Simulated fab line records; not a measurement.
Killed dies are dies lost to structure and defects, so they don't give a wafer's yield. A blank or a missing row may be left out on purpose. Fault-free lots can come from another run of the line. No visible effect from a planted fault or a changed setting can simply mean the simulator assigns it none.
fab line records | flow sky130
[record] lots = 14 wafers = 42 last_day = 50
route steps=708 shown PWDE@53 CONTACT@420 METAL1@451
lots that met no fault: from a run of the same line without faults
start_h: hours from the record's first day to the start of the lot's first wafer shown | wait_h: hours elapsed since this lot's preceding step | " same as the row above | L1.1+2: one row covering several wafers at once | - no value, or no start given | * or withheld: withheld | < > ~ a bound
route shown NAME@n: names a module that has steps shown in the file, with the first one's number in the route | usual: mean and standard deviation over wafers with no fault | same: alike in all rows | chamber/n: place in a boat | sites: per-site readings | _std_site: standard deviation across them | _edge_site: mean of outer sites minus mean of inner sites | radius_mm: for every site, how far away it sits from the centre of the wafer | mask NAME#n: copy n | behind: tool/chamber where the wafer was last shaped | hold: why the lot went on hold/how many hours it stayed there/how the hold came to an end | device: which transistor (n, p or np) failed to switch | end of line: the tests these same wafers got at the end of their route | a step given without rows: its recipe and nothing more | killed: at the first sort, the dies lost to defects and structure; wafer yield is something else | map: shows each die of a wafer: x if killed, . if not, _ if none is there
set.NAME: the run value of the setting; set.NAME@STEP: its run value at that earlier step | model.NAME: the simulator's own value behind a step, which no gauge read
route steps across a sampled set of lots; one table per step, one row per wafer
services: from which hour (start_h, from the record's first day; less than 0 if before it) a tool's chamber was out of use, for how many hours, and why
[[steps]]
[step SKY_PWDE_IMPLANT_08]
[recipe] species = B energy_kev = 150 dose_cm2 = 3.6e+12 tilt_deg = withheld
[usual] beam_energy_keV = 150.01/0.042
// columns lot.wafer tool chamber start_h wait_h beam_energy_keV
L642.1 implanter-04 0 77.74 0.0 150.00
L642.4 " 0 " " 150.04
L642.5 " 0 " " 150.05
L643.1 implanter-04 0 79.20 0.0 149.99
L643.4 " 0 " " 150.05
L643.6 " 0 " " 150.03
L644.4 implanter-01 0 85.81 0.1 149.99
L644.5 " 0 " " 149.99
L644.6 " 0 " " 150.05
L645.1 implanter-04 0 92.50 0.0 150.01
L645.3 " 0 " " 150.05
L645.6 " 0 " " 150.07
L646.1 implanter-04 0 98.65 0.0 150.02
L646.3 " 0 " " 150.02
L646.5 " 0 " " 150.06
L647.1 implanter-02 0 104.41 0.0 149.96
L647.2 " 0 " " 149.90
L647.6 " 0 " " 149.94
L649.1 implanter-02 0 116.35 0.0 150.03
L649.3 " 0 " " 149.98
L649.6 " 0 " " 149.96
L651.1 implanter-01 0 125.54 0.0 150.06
L651.5 " 0 " " 149.97
L651.6 " 0 " " 149.96
L652.1 implanter-02 0 128.75 0.0 150.06
L652.2 " 0 " " 150.02
L652.3 " 0 " " 149.98
L653.2 implanter-04 0 140.66 0.0 150.02
L653.3 " 0 " " 150.06
L653.4 " 0 " " 150.08
L656.1 implanter-01 0 153.79 0.0 149.95
L656.2 " 0 " " 150.01
L656.4 " 0 " " 150.00
L657.1 implanter-04 0 160.00 0.0 150.03
L657.4 " 0 " " 150.03
L657.6 " 0 " " 149.99
L663.2 implanter-04 0 192.61 0.0 139.65
L663.4 " 0 " " 139.62
L663.6 " 0 " " 139.60
L664.4 implanter-04 0 197.76 0.1 139.63
L664.5 " 0 " " 139.58
L664.6 " 0 " " 139.59
[step SKY_CONTACT_CD_MEAS_14]
[recipe] target_cd_nm = 170
[usual] cd_nm = 170.7/1.4
// columns lot.wafer tool chamber start_h wait_h cd_nm
L642.1 cd_sem-02 - 753.73 - 170.1
L642.4 " - " " 172.0
L642.5 " - " " 173.5
L643.1 cd_sem-01 - 762.78 - 169.9
L643.4 " - " " 170.5
L643.6 " - " " 171.2
L644.4 cd_sem-02 - 771.24 - 172.1
L644.5 " - " " 172.8
L644.6 " - " " 171.0
L645.1 cd_sem-02 - 775.45 - 168.8
L645.3 " - " " 167.5
L645.6 " - " " 168.2
L646.1 cd_sem-01 - 789.83 - 170.8
L646.3 " - " " 171.1
L646.5 " - " " 170.8
L647.1 cd_sem-02 - 791.67 - 173.1
L647.2 " - " " 172.4
L647.6 " - " " 171.8
L649.1 cd_sem-02 - 804.14 - 171.7
L649.3 " - " " 170.7
L649.6 " - " " 170.0
L651.1 cd_sem-02 - 816.77 - 169.8
L651.5 " - " " 167.8
L651.6 " - " " 168.3
L652.1 cd_sem-02 - 826.37 - 168.5
L652.2 " - " " 169.2
L652.3 " - " " 169.6
L653.2 cd_sem-02 - 840.62 - 171.4
L653.3 " - " " 172.0
L653.4 " - " " 172.3
L656.1 cd_sem-02 - 857.94 - 170.3
L656.2 " - " " 171.3
L656.4 " - " " 169.1
L657.1 cd_sem-02 - 865.00 - 168.9
L657.4 " - " " 171.1
L657.6 " - " " 169.3
L663.2 cd_sem-01 - 903.49 - 169.9
L663.4 " - " " 169.6
L663.6 " - " " 169.4
L664.4 cd_sem-02 - 910.90 - 170.8
L664.5 " - " " 171.2
L664.6 " - " " 171.7
[step SKY_CONTACT_OVL_MEAS_15]
[usual] CONTACT_OVL = -1/5.3
// columns lot.wafer tool chamber start_h wait_h CONTACT_OVL[nm]
L642.1 overlay-02 - 753.85 0.1 6
L642.4 " - " " -4
L642.5 " - " " 0
L643.1 overlay-01 - 762.90 0.1 -4
L643.4 " - " " -5
L643.6 " - " " -1
L644.4 overlay-01 - 771.32 0.1 -7
L644.5 " - " " -2
L644.6 " - " " -14
L645.1 overlay-01 - 775.57 0.1 -2
L645.3 " - " " -5
L645.6 " - " " -5
L646.1 overlay-01 - 789.95 0.1 -5
L646.3 " - " " -5
L646.5 " - " " -7
L647.1 overlay-01 - 791.79 0.1 -1
L647.2 " - " " -4
L647.6 " - " " 5
L649.1 overlay-01 - 804.26 0.1 -4
L649.3 " - " " -8
L649.6 " - " " -10
L651.1 overlay-02 - 816.89 0.1 9
L651.5 " - " " 8
L651.6 " - " " -8
L652.1 overlay-01 - 826.49 0.1 4
L652.2 " - " " -5
L652.3 " - " " 2
L653.2 overlay-01 - 840.73 0.1 3
L653.3 " - " " 5
L653.4 " - " " 7
L656.1 overlay-01 - 858.06 0.1 -6
L656.2 " - " " 7
L656.4 " - " " -2
L657.1 overlay-01 - 865.12 0.1 -7
L657.4 " - " " -6
L657.6 " - " " -9
L663.2 overlay-01 - 903.60 0.1 1
L663.4 " - " " -1
L663.6 " - " " 4
L664.4 overlay-02 - 910.97 0.1 -1
L664.5 " - " " -1
L664.6 " - " " 2
[step SKY_METAL1_DESCUM_17]
[recipe] chemistry = O2 source_power_w = 150 bias_power_w = 0 pressure_mtorr = 10 temp_c = 40 time_s = 8
[usual] drypump_motor_current_A = 5.6/0.34 oes_product_au = 0.995/0.012
// columns lot.wafer tool chamber start_h wait_h drypump_motor_current_A oes_product_au rf_hours_counter_h
L642.1 rie_metal-04 1 782.54 0.0 5.4 0.993 14
L642.4 " 1 " " 5.4 1.003 -
L642.5 " 1 " " 5.4 0.997 -
L643.1 rie_metal-04 1 791.96 0.0 5.4 0.997 14
L643.4 " 1 " " 5.4 0.997 -
L643.6 " 1 " " 5.4 1.002 -
L644.4 rie_metal-01 1 800.29 0.0 5.9 0.968 -
L644.5 " 0 " " 4.7 0.996 -
L644.6 " 1 " " 5.9 0.972 -
L645.1 rie_metal-02 0 804.57 0.0 5.5 0.996 6
L645.3 " 0 " " 5.5 0.986 -
L645.6 " 0 " " 5.5 1.004 -
L646.1 rie_metal-04 0 817.81 0.0 5.6 0.996 0
L646.3 " 0 " " 5.6 0.989 -
L646.5 " 0 " " 5.6 0.992 -
L647.1 rie_metal-02 0 820.17 0.0 5.5 0.997 7
L647.2 " 1 " " 5.9 0.999 12
L647.6 " 1 " " 5.9 1.009 -
L649.1 rie_metal-02 1 831.72 0.0 5.9 1.012 13
L649.3 " 1 " " 5.9 1.009 -
L649.6 " 1 " " 5.9 1.002 -
L651.1 rie_metal-02 0 844.27 0.0 5.5 0.987 7
L651.5 " 1 " " 5.9 1.001 -
L651.6 " 0 " " 5.5 0.987 -
L652.1 rie_metal-04 0 854.38 0.0 5.6 0.992 2
L652.2 " 1 " " 5.4 1.009 1
L652.3 " 0 " " 5.6 0.983 -
L653.2 rie_metal-01 1 869.12 0.0 5.9 0.976 12
L653.3 " 0 " " 4.7 0.991 -
L653.4 " 1 " " 5.9 0.967 -
L656.1 rie_metal-04 0 885.22 0.0 5.6 1.009 3
L656.2 " 1 " " 5.4 1.003 2
L656.4 " 0 " " 5.6 1.005 -
L657.1 rie_metal-01 1 893.41 0.0 5.9 0.978 13
L657.4 " 0 " " 4.7 0.994 -
L657.6 " 1 " " 5.9 0.971 -
L663.2 rie_metal-01 1 930.91 0.0 5.9 0.978 15
L663.4 " 0 " " 4.7 0.983 -
L663.6 " 1 " " 5.9 0.985 -
L664.4 rie_metal-02 1 936.98 0.0 5.9 1.009 -
L664.5 " 0 " " 5.5 0.990 -
L664.6 " 1 " " 5.9 0.996 -
[[services]]
// columns tool chamber start_h hours kind
rie_metal-04 - 56.74 1.4 pm
implanter-04 - 109.65 1.2 repair
implanter-04 - 144.23 2.4 repair
rie_metal-01 - 173.07 1.1 repair
rie_metal-04 - 198.46 2.0 repair
implanter-04 - 300.17 2.1 repair
rie_metal-02 - 311.03 14.6 pm
implanter-04 - 364.72 8.5 repair
rie_metal-04 - 384.24 0.3 repair
rie_metal-02 - 386.27 2.8 pm
implanter-04 - 407.37 2.8 repair
implanter-04 - 427.66 2.7 repair
rie_metal-01 - 431.88 2.8 pm
implanter-04 - 507.27 3.5 repair
implanter-04 - 541.09 4.4 pm
rie_metal-02 - 571.75 0.7 repair
rie_metal-04 - 606.76 1.9 repair
implanter-04 - 651.84 1.7 repair
implanter-04 - 670.52 4.6 pm
implanter-04 - 736.74 2.8 repair
rie_metal-04 - 798.77 2.8 pm
rie_metal-02 0 821.77 12.5 repair
implanter-04 - 855.25 1.9 repair
rie_metal-04 0 879.85 2.6 repair
[[key]]
[first_sign] step = SKY_PWDE_IMPLANT_08 reading = beam_energy_keV direction = down sigmas = 99+ usual = * struck = *
effect none on later readings
met_at SKY_PWDE_IMPLANT_08
struck_lots L663,L664
tester_left_out L663,L664
not_acting_at SKY_CONTACT_CD_MEAS_14,SKY_CONTACT_OVL_MEAS_15,SKY_METAL1_DESCUM_17
onset_between 160.00 192.61
[fault] kind = process_parameter_drift tool = implanter-04 chamber = - onset_h = 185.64 steps = SKY_PWDE_IMPLANT_08 channel = energy_kev offset = * shape = step end_h = 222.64 acts_in = * stated = *
// tester_left_out: of these lots the tester's yield and bins aren't shown, on N5 and GAA mostly nor the transistor test; their killed dies are dies lost to structure and defects alone, not to doping, threshold or leakage, so they don't give the yield
